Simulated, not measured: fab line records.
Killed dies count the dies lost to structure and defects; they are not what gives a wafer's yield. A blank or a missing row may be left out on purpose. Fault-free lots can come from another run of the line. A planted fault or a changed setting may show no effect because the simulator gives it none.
fab line records    flow sky130
record: lots: 5  wafers: 15  lastDay: 48
route steps=708 shown POLY_GATE@220 LDD_N@237 LDD_P@255 PAD_OPEN@708
lots with no fault: from the same line, run without faults
startH: start of the lot's first displayed wafer, in hours after the record's first day    waitH: hours from the lot's prior step to this one    " repeats the value in the row above    L1.1+2: one row covering several wafers at once    - no value, or no start was given    * or withheld: withheld    < > ~ a bound
route shown NAME@n: NAME is a module with steps in the file, n the number in the route of the first one    usual: mean/standard deviation taken from wafers without a fault    same: alike in all rows    chamber/n: place in a boat    sites: per-site readings    _std_site: standard deviation across them    _edge_site: mean of outer sites minus mean of inner sites    radiusMm: for every site, how far away it sits from the centre of the wafer    mask NAME#n: copy n    behind: the tool/chamber that last shaped the wafer    hold: what put the lot on hold/how long, in hours/how the hold closed    device: transistor that didn't switch, given as n, p or np    end of line: the route-end tests of the same wafers    a step given without rows: its recipe and nothing more    killed: dies that structure and defects cost at the first sort, which is not the same as the wafer's yield    map: dies across one wafer; x = killed, . = not, _ = none there
set.NAME: the setting that was run; set.NAME@STEP: the one run at that earlier step    model.NAME: the simulator's own value behind a step, which no gauge read
lots seen at some steps along the route; tables by step, rows by wafer
services: the hour from which a tool's chamber was out of use, counted from the record's first day as startH (under 0 if before that day), plus the number of hours and why
== steps ==
step: SKY_POLY_GATE_HMDS_06
recipe: primeTimeS: 60  primeTempC: 120
step: SKY_POLY_GATE_COAT_07
recipe: resist: BARC  tempC: withheld  timeS: withheld  spinRpm: 3000  resistThkNm: 110
step: SKY_POLY_GATE_COAT_08
recipe: resist: KrF-thick  spinRpm: 3000  resistThkNm: 450
step: SKY_POLY_GATE_SOFTBAKE_09
recipe: tempC: 100  timeS: 90  resist: KrF-thick
step: SKY_POLY_GATE_EXPOSE_10
recipe: maskId: P1M  na: 0.68  sourceShape: conventional  sigmaOuter: 0.6  targetCdNm: 150  doseMj: 28
step: SKY_POLY_GATE_PEB_11
recipe: pebTempC: withheld  pebTimeS: withheld  resist: KrF-thick
step: SKY_POLY_GATE_DEVELOP_12
recipe: developTimeS: 60  resist: KrF-thick  devTempC: 21
step: SKY_POLY_GATE_CD_MEAS_13
recipe: targetCdNm: 150
usual: cdNm: 149.9/1.4
lot.wafer  tool      chamber  startH  waitH  cdNm
L211.4     cdSem-02  -        432.91  -      148.8
L211.5     "         -        "       "      147.3
L211.6     "         -        "       "      148.0
L212.1     cdSem-01  -        435.84  -      148.8
L212.5     "         -        "       "      149.3
L212.6     "         -        "       "      148.9
L215.1     cdSem-02  -        463.29  -      152.6
L215.3     "         -        "       "      151.0
L215.6     "         -        "       "      151.1
L217.3     cdSem-01  -        477.78  -      150.9
L217.4     "         -        "       "      149.2
L217.5     "         -        "       "      150.7
L218.3     cdSem-02  -        481.29  -      149.7
L218.4     "         -        "       "      148.3
L218.6     "         -        "       "      148.5
step: SKY_POLY_GATE_OVL_MEAS_14
usual: POLY_GATE_OVL: 0/5.3
lot.wafer  tool        chamber  startH  waitH  POLY_GATE_OVL[nm]
L211.4     overlay-01  -        432.99  0.1    -4
L211.5     "           -        "       "      -5
L211.6     "           -        "       "      -6
L212.1     overlay-02  -        435.96  0.1    1
L212.5     "           -        "       "      -9
L212.6     "           -        "       "      -4
L215.1     overlay-01  -        463.41  0.1    0
L215.3     "           -        "       "      -3
L215.6     "           -        "       "      2
L217.3     overlay-01  -        477.88  0.1    0
L217.4     "           -        "       "      -9
L217.5     "           -        "       "      5
L218.3     overlay-02  -        481.38  0.1    -8
L218.4     "           -        "       "      -6
L218.6     "           -        "       "      1
step: SKY_POLY_GATE_ETCH_15
recipe: chemistry: N2/H2  target: BARC  ionEnergyEv: 200  sourceW: 500  biasW: 100  pressureMtorr: 30  n2FlowSccm: 100  h2FlowSccm: 200  stopOn: SiO2  timeS: 118.5  targetDepthA: 1100
usual: drypumpMotorCurrentA: 5.6/0.39  oesProductAu: 0.715/0.0047  rfFwdPowerW: 497.4/1.7  throttleValvePct: 13.213/0.0099
same: timeS: 118.5
lot.wafer  tool        chamber  startH  waitH  drypumpMotorCurrentA  oesProductAu  rfFwdPowerW  rfHoursCounterH  throttleValvePct
L211.4     rieDiel-03  3        433.01  0.0    4.9                   0.715         493.8        54               13.207
L211.5     "           3        "       "      4.9                   0.713         494.9        -                13.213
L211.6     "           0        "       "      5.1                   0.717         496.5        -                13.218
L212.1     rieDiel-01  1        436.00  0.0    5.5                   0.720         499.0        5                13.217
L212.5     "           3        "       "      5.5                   0.711         499.2        -                13.214
L212.6     "           0        "       "      5.8                   0.712         498.0        -                13.222
L215.1     rieDiel-01  1        463.44  0.0    5.5                   0.715         498.2        6                13.213
L215.3     "           2        "       "      6.1                   0.716         498.1        76               13.223
L215.6     "           1        "       "      5.5                   0.714         497.9        -                13.223
L217.3     rieDiel-04  3        477.90  0.0    5.8                   0.722         496.8        93               13.214
L217.4     "           0        "       "      6.5                   0.720         498.1        -                13.218
L217.5     "           1        "       "      5.5                   0.711         494.2        -                13.214
L218.3     rieDiel-01  3        481.41  0.0    5.4                   0.711         498.2        6                13.217
L218.4     "           2        "       "      6.1                   0.720         498.2        77               13.227
L218.6     "           0        "       "      5.8                   0.722         498.0        -                13.204
step: SKY_POLY_GATE_ETCH_16
recipe: stopOn: poly-Si  chemistry: CH3F/O2  target: Si3N4  sourceW: 400  biasW: 80  pressureMtorr: 25  ch3fFlowSccm: 40  O2_flow_sccm: 30  timeS: 147.5  targetDepthA: 750
usual: drypumpMotorCurrentA: 5.6/0.38  oesProductAu: 0.639/0.0049  rfFwdPowerW: 398.4/1.2  throttleValvePct: 10.535/0.0093
same: timeS: 147.5
lot.wafer  tool        chamber  startH  waitH  drypumpMotorCurrentA  oesProductAu  rfFwdPowerW  rfHoursCounterH  throttleValvePct
L211.4     rieDiel-03  3        433.09  0.0    4.9                   0.633         397.8        54               10.520
L211.5     "           3        "       "      4.9                   0.640         397.5        -                10.526
L211.6     "           0        "       "      5.1                   0.643         397.8        -                10.527
L212.1     rieDiel-01  1        436.08  0.0    5.5                   0.642         400.3        5                10.533
L212.5     "           3        "       "      5.5                   0.636         396.3        -                10.527
L212.6     "           0        "       "      5.8                   0.654         398.5        -                10.540
L215.1     rieDiel-01  1        463.52  0.0    5.5                   0.641         399.9        6                10.559
L215.3     "           2        "       "      6.1                   0.643         399.6        76               10.548
L215.6     "           1        "       "      5.5                   0.638         400.4        -                10.522
L217.3     rieDiel-04  3        477.98  0.0    5.8                   0.633         396.4        93               10.545
L217.4     "           0        "       "      6.5                   0.636         397.2        -                10.528
L217.5     "           1        "       "      5.5                   0.639         398.5        -                10.525
L218.3     rieDiel-01  3        481.49  0.0    5.4                   0.638         399.2        6                10.546
L218.4     "           2        "       "      6.1                   0.636         397.3        77               10.542
L218.6     "           0        "       "      5.8                   0.637         398.7        -                10.511
step: SKY_POLY_GATE_ETCH_17
recipe: targetDepthNm: 180  stopOn: SiO2  overEtchFrac: 0.56667  chemistry: HBr/Cl2  target: poly-Si  icpW: 400  biasW: 100  pressureMtorr: 10  HBr_flow_sccm: 150  Cl2_flow_sccm: 50  timeS: 70.5
usual: drypumpMotorCurrentA: 5.8/0.44  oesProductAu: 0.989/0.0067  rfFwdPowerW: 397.5/1.6  throttleValvePct: 33.684/0.0088
same: timeS: 70.5
lot.wafer  tool      chamber  startH  waitH  drypumpMotorCurrentA  oesProductAu  rfFwdPowerW  rfHoursCounterH  throttleValvePct
L211.4     rieSi-01  2        433.19  0.0    6.4                   0.987         398.0        3                33.670
L211.5     "         2        "       "      6.4                   0.989         399.0        -                33.683
L211.6     "         3        "       "      5.7                   0.988         397.5        -                33.674
L212.1     rieSi-01  0        436.18  0.0    5.5                   0.982         398.2        44               33.694
L212.5     "         3        "       "      5.7                   0.991         398.6        -                33.690
L212.6     "         0        "       "      5.5                   0.990         398.8        -                33.674
L215.1     rieSi-02  2        463.62  0.0    6.4                   0.995         398.9        3                33.676
L215.3     "         0        "       "      5.8                   0.991         398.9        0                33.681
L215.6     "         3        "       "      4.9                   0.988         395.0        -                33.690
L217.3     rieSi-02  3        478.08  0.0    5.0                   0.983         397.1        38               33.668
L217.4     "         0        "       "      5.8                   0.994         397.8        0                33.699
L217.5     "         1        "       "      6.0                   1.003         397.8        -                33.693
L218.3     rieSi-01  2        481.59  0.0    6.4                   1.001         396.3        3                33.687
L218.4     "         0        "       "      5.5                   0.999         398.2        44               33.695
L218.6     "         0        "       "      5.5                   0.988         397.8        -                33.671
step: SKY_POLY_GATE_STRIP_18
recipe: chemistry: O2/N2  powerW: 1400  pressureMtorr: 1500  platenTempC: withheld  o2FlowSccm: 3000  n2FlowSccm: 300  overashFraction: 0.5
usual: drypumpMotorCurrentA: 6.1/0.52  o2FlowSccm: 2999/7.3  oesProductAu: 0.360/0.0046  stripTimeToEndpointS: 3.154/0.028
lot.wafer  tool            chamber  startH  waitH  drypumpMotorCurrentA  o2FlowSccm  oesProductAu  rfHoursCounterH  stripTimeToEndpointS
L211.4     plasmaAsher-02  0        433.28  0.1    6.1                   2989        0.360         -                3.112
L211.5     "               1        "       "      6.8                   3006        0.365         -                3.104
L211.6     "               0        "       "      6.0                   2998        0.362         -                3.121
L212.1     plasmaAsher-02  0        436.24  0.0    6.1                   2991        0.364         1                3.149
L212.5     "               1        "       "      6.8                   2985        0.361         -                3.148
L212.6     "               0        "       "      6.1                   3002        0.356         -                3.134
L215.1     plasmaAsher-04  1        463.68  0.0    6.6                   2981        0.359         68               3.197
L215.3     "               0        "       "      5.7                   2994        0.362         -                3.189
L215.6     "               1        "       "      6.6                   2994        0.359         -                3.167
L217.3     plasmaAsher-04  0        478.17  0.1    5.7                   3005        0.365         -                3.131
L217.4     "               1        "       "      6.6                   2991        0.359         -                3.170
L217.5     "               0        "       "      5.7                   3012        0.362         -                3.119
L218.3     plasmaAsher-02  1        481.68  0.1    6.8                   3004        0.365         -                3.148
L218.4     "               0        "       "      6.0                   2987        0.361         -                3.130
L218.6     "               0        "       "      6.1                   2990        0.353         -                3.100
step: SKY_POLY_GATE_CLEAN_19
recipe: chemistry: SC1/SC2  mix: 1:4:20  tempC: 70  timeS: 150  dry: n2Spin
step: SKY_POLY_GATE_OXIDATION_20
recipe: tempC: 850  ambient: O2  stabiliseS: 600  purgeS: 300  targetThkA: 40  oxTimeS: 899
step: SKY_POLY_GATE_THK_MEAS_21
recipe: reads: SiO2_of_POLY_GATE_OXIDATION_20
usual: POLY_GATE_OXIDATION_THK: 4.00/0.075
lot.wafer  tool          chamber  startH  waitH  POLY_GATE_OXIDATION_THK[nm]
L211.4     filmMetro-03  -        435.80  0.0    4.17
L211.5     "             -        "       "      4.06
L211.6     "             -        "       "      4.02
L212.1     filmMetro-03  -        437.95  0.0    4.03
L212.5     "             -        "       "      4.00
L212.6     "             -        "       "      4.05
L215.1     filmMetro-03  -        465.08  0.0    4.07
L215.3     "             -        "       "      4.08
L215.6     "             -        "       "      4.03
L217.3     filmMetro-03  -        479.56  0.0    4.01
L217.4     "             -        "       "      4.01
L217.5     "             -        "       "      3.97
L218.3     filmMetro-01  -        483.25  0.0    4.06
L218.4     "             -        "       "      4.09
L218.6     "             -        "       "      4.02
step: SKY_POLY_GATE_CD_MEAS_22
usual: cdNm: 149.6/2.1
lot.wafer  tool      chamber  startH  waitH  cdNm
L211.4     cdSem-02  -        435.91  0.1    146.7
L211.5     "         -        "       "      144.7
L211.6     "         -        "       "      145.5
L212.1     cdSem-02  -        438.07  0.1    149.9
L212.5     "         -        "       "      148.5
L212.6     "         -        "       "      148.5
L215.1     cdSem-01  -        465.14  0.1    151.0
L215.3     "         -        "       "      152.1
L215.6     "         -        "       "      150.9
L217.3     cdSem-02  -        479.66  0.1    147.4
L217.4     "         -        "       "      148.7
L217.5     "         -        "       "      150.8
L218.3     cdSem-02  -        483.35  0.1    149.8
L218.4     "         -        "       "      149.3
L218.6     "         -        "       "      147.1
step: SKY_LDD_N_DEHYDRATE_00
recipe: tempC: 200  timeS: 60
step: SKY_LDD_N_HMDS_01
recipe: primeTimeS: 60  primeTempC: 120
step: SKY_LDD_N_COAT_02
recipe: resist: NOVOLAK  spinRpm: 3000  resistThkNm: 300
step: SKY_LDD_N_SOFTBAKE_03
recipe: tempC: 90  timeS: 60  resist: NOVOLAK
step: SKY_LDD_N_EXPOSE_04
recipe: maskId: NTM  targetCdNm: 840  na: 0.6  sourceShape: conventional  sigmaOuter: 0.6  doseMj: 110
step: SKY_LDD_N_PEB_05
recipe: tempC: withheld  timeS: *  resist: NOVOLAK
step: SKY_LDD_N_DEVELOP_06
recipe: developTimeS: 60  devTempC: 23
step: SKY_LDD_N_OVL_MEAS_07
usual: LDD_N_OVL: -0.8/1.2
lot.wafer  tool        chamber  startH  waitH  LDD_N_OVL[nm]
L211.4     overlay-02  -        466.81  0.1    -1.2
L211.5     "           -        "       "      -1.8
L211.6     "           -        "       "      0.8
L212.1     overlay-01  -        468.29  0.1    0.1
L212.5     "           -        "       "      0.1
L212.6     "           -        "       "      -0.3
L215.1     overlay-02  -        495.94  0.1    1.1
L215.3     "           -        "       "      -0.5
L215.6     "           -        "       "      0.3
L217.3     overlay-01  -        509.95  0.1    0.2
L217.4     "           -        "       "      -1.7
L217.5     "           -        "       "      -1.6
L218.3     overlay-02  -        514.05  0.1    1.6
L218.4     "           -        "       "      -0.5
L218.6     "           -        "       "      1.8
step: SKY_LDD_N_IMPLANT_08
recipe: species: As  energyKev: 20  doseCm2: 7.5e+13  tiltDeg: withheld  rotationDeg: 23
step: SKY_LDD_N_IMPLANT_09
recipe: species: As  energyKev: 20  doseCm2: 7.5e+13  tiltDeg: withheld  rotationDeg: 113
step: SKY_LDD_N_IMPLANT_10
recipe: species: As  energyKev: 20  doseCm2: 7.5e+13  tiltDeg: withheld  rotationDeg: 203
step: SKY_LDD_N_IMPLANT_11
recipe: species: As  energyKev: 20  doseCm2: 7.5e+13  tiltDeg: withheld  rotationDeg: 293
step: SKY_LDD_N_IMPLANT_12
recipe: species: BF2  energyKev: 50  doseCm2: 5e+12  tiltDeg: 30  rotationDeg: 0
step: SKY_LDD_N_IMPLANT_13
recipe: species: BF2  energyKev: 50  doseCm2: 5e+12  tiltDeg: 30  rotationDeg: 90
step: SKY_LDD_N_IMPLANT_14
recipe: species: BF2  energyKev: 50  doseCm2: 5e+12  tiltDeg: 30  rotationDeg: 180
step: SKY_LDD_N_IMPLANT_15
recipe: species: BF2  energyKev: 50  doseCm2: 5e+12  tiltDeg: 30  rotationDeg: 270
step: SKY_LDD_N_STRIP_16
recipe: chemistry: O2/N2  powerW: 1400  pressureMtorr: 1500  platenTempC: withheld  o2FlowSccm: 3000  n2FlowSccm: 300  overashFraction: 0.5
usual: drypumpMotorCurrentA: 5.8/0.41  o2FlowSccm: 2999/9.5  oesProductAu: 0.407/0.0045  stripTimeToEndpointS: 4.317/0.012
lot.wafer  tool            chamber  startH  waitH  drypumpMotorCurrentA  o2FlowSccm  oesProductAu  rfHoursCounterH  stripTimeToEndpointS
L211.4     plasmaAsher-01  0        468.06  0.1    6.1                   2990        0.404         -                4.314
L211.5     "               0        "       "      6.1                   3009        0.403         -                4.328
L211.6     "               1        "       "      5.6                   2985        0.413         -                4.339
L212.1     plasmaAsher-03  1        469.53  0.1    5.3                   3010        0.398         36               4.309
L212.5     "               1        "       "      5.3                   3016        0.411         -                4.296
L212.6     "               0        "       "      5.8                   3005        0.403         -                4.302
L215.1     plasmaAsher-03  1        497.18  0.1    5.3                   2989        0.404         39               4.321
L215.3     "               0        "       "      5.8                   2995        0.410         -                4.343
L215.6     "               1        "       "      5.3                   2997        0.405         -                4.320
L217.3     plasmaAsher-03  1        511.21  0.1    5.3                   3005        0.402         -                4.308
L217.4     "               0        "       "      5.8                   3004        0.414         -                4.308
L217.5     "               1        "       "      5.3                   3005        0.410         -                4.320
L218.3     plasmaAsher-01  1        515.31  0.1    5.6                   2996        0.417         -                4.331
L218.4     "               0        "       "      6.1                   3000        0.404         -                4.324
L218.6     "               1        "       "      5.6                   3003        0.405         -                4.318
step: SKY_LDD_N_TW_MEAS_17
usual: LDD_N_TW: 2575/33
lot.wafer  tool          chamber  startH  waitH  LDD_N_TW
L211.4     filmMetro-02  -        468.16  0.1    2555
L211.5     "             -        "       "      2556
L211.6     "             -        "       "      2549
L212.1     filmMetro-01  -        469.63  0.1    2623
L212.5     "             -        "       "      2636
L212.6     "             -        "       "      2644
L215.1     filmMetro-02  -        497.28  0.1    2546
L215.3     "             -        "       "      2546
L215.6     "             -        "       "      2544
L217.3     filmMetro-01  -        511.30  0.1    2635
L217.4     "             -        "       "      2635
L217.5     "             -        "       "      2618
L218.3     filmMetro-02  -        515.40  0.1    2541
L218.4     "             -        "       "      2545
L218.6     "             -        "       "      2539
step: SKY_LDD_P_DEHYDRATE_00
recipe: tempC: 200  timeS: 60
step: SKY_LDD_P_HMDS_01
recipe: primeTimeS: 60  primeTempC: 120
step: SKY_LDD_P_COAT_02
recipe: resist: NOVOLAK  spinRpm: 3000  resistThkNm: 1140
step: SKY_LDD_P_SOFTBAKE_03
recipe: tempC: 90  timeS: 60  resist: NOVOLAK
step: SKY_LDD_P_EXPOSE_04
recipe: maskId: PSDM  na: 0.6  sourceShape: conventional  sigmaOuter: 0.6  polarization: unpolarized  targetCdNm: 380  doseMj: 138
step: SKY_LDD_P_PEB_05
recipe: tempC: withheld  timeS: *  resist: NOVOLAK
step: SKY_LDD_P_DEVELOP_06
recipe: resist: NOVOLAK  developer: TMAH  developTimeS: 60  devTempC: 23
step: SKY_PAD_OPEN_PROBE_99
usual: killed_at_M0_to_M3: 44/7.4  killed_at_M4_up: 3.0/1.6  killedAtContacts: 24/5  killedAtFrontEnd: 15/4.6  killedAtOther: 0.4/0.65  killedDies: 86/9.6  killedOpen: 48/7.4  killedShort: 38/6.9
same: grossDies: 492  killedAtBackSide: 0
lot.wafer  tool       chamber  startH   waitH  killed_at_M0_to_M3  killed_at_M4_up  killedAtContacts  killedAtFrontEnd  killedAtOther  killedDies  killedOpen  killedShort
L211.4     prober-01  -        1116.76  0.2    30                  1                26                8                 2              67          43          24
L211.5     prober-01  -        1116.81  0.2    35                  2                32                18                0              87          53          34
L211.6     prober-01  -        1116.86  0.2    35                  2                28                18                0              83          53          30
L212.1     prober-02  -        1118.91  0.1    52                  4                23                24                0              103         57          46
L212.5     prober-02  -        1119.11  0.2    51                  2                20                16                1              90          49          39
L212.6     prober-02  -        1119.16  0.2    51                  1                23                10                1              86          48          37
L217.3     prober-01  -        1146.01  0.2    44                  1                28                76                0              149         45          41
L217.4     prober-01  -        1146.06  0.2    37                  2                30                69                1              139         35          43
L217.5     prober-01  -        1146.11  0.2    46                  3                10                77                0              136         43          27
L218.3     prober-02  -        1146.37  0.2    48                  5                25                15                0              93          57          36
L218.4     prober-02  -        1146.42  0.2    36                  5                24                18                0              83          47          36
L218.6     prober-02  -        1146.52  0.2    34                  2                25                16                1              78          44          34
killed by level:class
L211.4 CONTACT:geometricParticle:open=10 LI_CONTACT:geometricParticle:open=8 VIA1:geometricParticle:open=8 VIA2:geometricParticle:open=6 LI_CONTACT:geometricParticle:short=5 VIA3:geometricParticle:open=4 FIELD_ISO:geometricParticle:short=3 CONTACT:geometricParticle:short=3
L211.5 CONTACT:geometricParticle:open=17 VIA1:geometricParticle:open=9 METAL2:geometricParticle:short=9 LI_CONTACT:geometricParticle:open=8 VIA2:geometricParticle:open=7 FIELD_ISO:geometricParticle:short=5 FIELD_ISO:geometricParticle:open=4 CONTACT:geometricParticle:short=3
L211.6 CONTACT:geometricParticle:open=14 VIA3:geometricParticle:open=9 FIELD_ISO:geometricParticle:open=6 LI_CONTACT:geometricParticle:open=6 VIA1:geometricParticle:open=6 VIA2:geometricParticle:open=5 POLY_GATE:geometricParticle:open=4 METAL1:geometricParticle:short=4
L212.1 VIA1:geometricParticle:open=13 POLY_GATE:geometricParticle:open=8 VIA3:geometricParticle:open=7 LI_CONTACT:geometricParticle:open=7 VIA2:geometricParticle:open=7 CONTACT:geometricParticle:open=6 METAL3:geometricParticle:short=6 POLY_GATE:geometricParticle:short=5
L212.5 VIA1:geometricParticle:open=18 VIA2:geometricParticle:open=7 CONTACT:geometricParticle:open=6 VIA2:geometricParticle:short=5 LI_CONTACT:geometricParticle:short=5 METAL1:geometricParticle:short=5 FIELD_ISO:geometricParticle:short=4 LI_CONTACT:geometricParticle:open=4
L212.6 VIA1:geometricParticle:open=15 VIA2:geometricParticle:open=9 CONTACT:geometricParticle:open=8 LI_CONTACT:geometricParticle:open=7 METAL1:geometricParticle:short=6 VIA1:geometricParticle:short=5 CONTACT:geometricParticle:short=4 VIA3:geometricParticle:open=4
L217.3 POLY_GATE:unspecified=63 CONTACT:geometricParticle:short=10 VIA1:geometricParticle:open=10 VIA2:geometricParticle:open=8 CONTACT:geometricParticle:open=8 METAL2:geometricParticle:short=7 VIA1:geometricParticle:short=5 LOCAL_INTERCONNECT:geometricParticle:short=4
L217.4 POLY_GATE:unspecified=60 CONTACT:geometricParticle:short=11 CONTACT:geometricParticle:open=8 LI_CONTACT:geometricParticle:open=6 VIA3:geometricParticle:open=6 VIA2:geometricParticle:open=5 LOCAL_INTERCONNECT:geometricParticle:short=4 VIA1:geometricParticle:short=4
L217.5 POLY_GATE:unspecified=66 VIA1:geometricParticle:open=12 VIA2:geometricParticle:open=7 FIELD_ISO:geometricParticle:open=5 CONTACT:geometricParticle:open=5 VIA3:geometricParticle:open=5 FIELD_ISO:geometricParticle:short=4 VIA3:geometricParticle:short=4
L218.3 VIA1:geometricParticle:open=13 CONTACT:geometricParticle:open=11 VIA3:geometricParticle:open=9 VIA2:geometricParticle:open=8 METAL1:geometricParticle:short=5 CONTACT:geometricParticle:short=5 FIELD_ISO:geometricParticle:open=4 FIELD_ISO:geometricParticle:short=3
L218.4 VIA1:geometricParticle:open=10 CONTACT:geometricParticle:open=8 LI_CONTACT:geometricParticle:open=6 VIA2:geometricParticle:short=6 LI_CONTACT:geometricParticle:short=5 SONOS_ONO:geometricParticle:open=4 CONTACT:geometricParticle:short=4 VIA2:geometricParticle:open=4
L218.6 VIA1:geometricParticle:open=11 CONTACT:geometricParticle:open=8 FIELD_ISO:geometricParticle:short=6 LI_CONTACT:geometricParticle:open=5 VIA3:geometricParticle:open=5 POLY_GATE:geometricParticle:open=4 LI_CONTACT:geometricParticle:short=4 LOCAL_INTERCONNECT:geometricParticle:short=4
map L217.3 (x killed, . not)
__________.........x_________
________.x...x...x...._______
______.....x....xx.xx..._____
_____.........x.xx.xx..x.____
____....x..x..xxxxxxxx...x___
___xx......x.xxxxxxxxx.x...__
__.......x.xxxxxxxxxxxx....._
_x..........xxxxxxxxxxx..x...
_....x.....xxxxxxxxxx........
_..x...x..xx..xxxxxx..x...x..
_..........x..xxxxxxxxxx...x.
_.........x...x...x.......x..
_.xx.........xx.xx..x......x.
_x...x........x.xx.xx.....x..
_.....xx.....xx.....x.......x
__.x..x.x......xx....x....x._
___xx.x..................x.__
____.................x....___
_____......x.x.x.......x.____
______..x.x............._____
________..xx........x._______
__________x...x....._________
map L215.1 (x killed, . not)
__________.xx...x..x_________
________....x........._______
______.x...x....x.x..xx._____
_____.....x...x.x.....x..____
____x...x..xx........x....___
___.x...x.....x............__
__..x......x.x.............._
_x.xx..x..x..xx.....xx.......
_xxxx..x......x..x...........
_.....xx.................x.x.
_......x...x.......x.x.....x.
_..x.......xx............xxxx
_.............x.....x........
_..............xxx....x..x..x
_........x....xx......x...x..
__.x..xx..................x._
___xx..x.....x..xx.xx...x..__
____x...x.....x...x.......___
_____.....x...x..x....x..____
______....x..x......x..._____
________xxx.x......x.._______
__________..x.x....x_________
== services ==
tool            chamber  startH  hours  kind
rieSi-02        0        412.20  -      clean
rieSi-02        0        412.20  22.8   scheduledDown
rieSi-02        0        412.20  22.8   ventCycle
plasmaAsher-02  -        421.25  9.0    pm
plasmaAsher-02  0        421.25  9.2    ventCycle
plasmaAsher-02  1        421.25  9.2    ventCycle
plasmaAsher-02  -        429.16  1.3    repair
plasmaAsher-02  0        430.25  -      clean
plasmaAsher-02  1        430.25  -      clean
rieDiel-04      2        438.07  3.8    repair
plasmaAsher-01  -        440.93  0.7    repair
rieSi-02        0        463.66  2.7    repair
rieDiel-04      2        467.80  -      clean
rieDiel-04      2        467.80  39.1   scheduledDown
rieDiel-04      2        467.80  39.1   ventCycle
rieDiel-04      0        479.78  6.4    repair
rieSi-02        1        499.56  -      clean
rieSi-02        1        499.56  13.3   scheduledDown
rieSi-02        1        499.56  13.3   ventCycle
rieDiel-04      3        506.95  -      clean
rieDiel-04      3        506.95  14.6   scheduledDown
rieDiel-04      3        506.95  14.6   ventCycle
rieSi-01        -        511.70  2.8    pm
== key ==
firstSign: step: SKY_PAD_OPEN_PROBE_99  reading: killedAtFrontEnd  direction: up  sigmas: 13  usual: 15  struck: 74
effect: step: SKY_PAD_OPEN_PROBE_99  reading: killedDies  direction: up  sigmas: 5.7  usual: 86  struck: 141
metAt SKY_POLY_GATE_STRIP_18
struckWafers L217.3,L217.4,L217.5
testerLeftOut L217
onsetBetween 463.68 478.17
alsoFits SKY_POLY_GATE_ETCH_15:rieDiel-04,SKY_POLY_GATE_ETCH_16:rieDiel-04,SKY_POLY_GATE_ETCH_17:rieSi-02,SKY_LDD_N_STRIP_16:plasmaAsher-03
fault: kind: chamberParticleSource  tool: plasmaAsher-04  chamber: -  onsetH: 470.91  steps: SKY_POLY_GATE_STRIP_18  ratePerVisitCm2: 1.6128  endH: 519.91
testerLeftOut: of these lots the tester's yield and bins aren't shown, on N5 and GAA mostly nor the transistor test; their killed dies are dies lost to structure and defects alone, not to doping, threshold or leakage, so they don't give the yield
